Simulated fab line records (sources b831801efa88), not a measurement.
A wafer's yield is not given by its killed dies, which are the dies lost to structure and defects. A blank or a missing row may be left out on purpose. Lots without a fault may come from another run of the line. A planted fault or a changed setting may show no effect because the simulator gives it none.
2 desks looking at one fault ; flow gf180mcu ; numbers are kept per desk, each desk with only its own; the story behind them comes last

== THE METROLOGY DESK ==
What the gauges read, lot by lot, whatever tool the lot ran on: means of the sampled wafers that have a number. The brackets show how far a lot's mean lies from the usual mean; more than 4 standard deviations puts the lot out of limits, marked OUT.
Columns: A = M2_ALCU_RS at GF_M2_RS_MEAS_05, usual 0.0700 ohm/sq; B = M2_ALCU_THK at GF_M2_THK_MEAS_06, usual 446 nm
lot;first seen here;A;B
L890;day 18 14:43;0.0701;448
L892;day 19 08:08;0.0701;443
L896;day 20 19:32;0.0690;456
L898;day 21 13:18;0.0714;437
L899;day 22 01:52;0.0695;448
L900;day 22 08:26;0.0697;447
L906;day 24 11:15;0.0765 (+8.1) OUT;413 (-5.6) OUT
L908;day 25 03:32;0.0756 (+6.9) OUT;418 (-4.7) OUT
L909;day 25 11:17;0.0870 (+21) OUT;361 (-14) OUT
L911;day 25 18:35;0.0696;450
L912;day 26 04:38;0.0695;452
This desk's finding: out of limits on L906, L908, L909; first on L906, day 24 11:15 (M2_ALCU_RS at GF_M2_RS_MEAS_05). In limits: L890, L892, L896, L898, L899, L900, L911, L912.

== TOOL OWNER'S DESK, pvd_sputter-04 ==
The tool's own readings at GF_M2_SPUTTER_02 (material AlCu, target thk 450 nm, time 23.9 s): means of the sampled wafers that have a number, for each lot that ran on this tool. The brackets show how far a lot's mean lies from the usual mean; more than 4 standard deviations puts the lot out of limits, marked OUT.
Columns: A = throttle_valve_pct at GF_M2_SPUTTER_02, usual 30.3 %
lot;first seen here;A
L890;day 18 14:37;29.6
L898;day 21 13:11;30.2
L906;day 24 11:08;29.6
L908;day 25 03:24;29.7
L909;day 25 11:11;29.1
Result from this desk: across the 5 lots, nothing is out of limits.

== PUT TOGETHER ==
Metrology desk: alarm possible at day 24 11:15 on L906, L908, L909.
The desk of the tool owner found nothing out of limits.
On record at the tool owner's desk: L906, L908, L909, within its limits.
GF_M2_SPUTTER_02 was run on pvd_sputter-04 by each of the lots named.

== WHAT THE SIMULATOR HAD INSERTED ==
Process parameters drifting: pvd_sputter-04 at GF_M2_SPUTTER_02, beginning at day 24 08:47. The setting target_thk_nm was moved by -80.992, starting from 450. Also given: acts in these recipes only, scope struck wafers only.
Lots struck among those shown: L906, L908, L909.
Time in hours between the start of the fault and the first out-of-limits reading at each desk: metrology desk, 2.
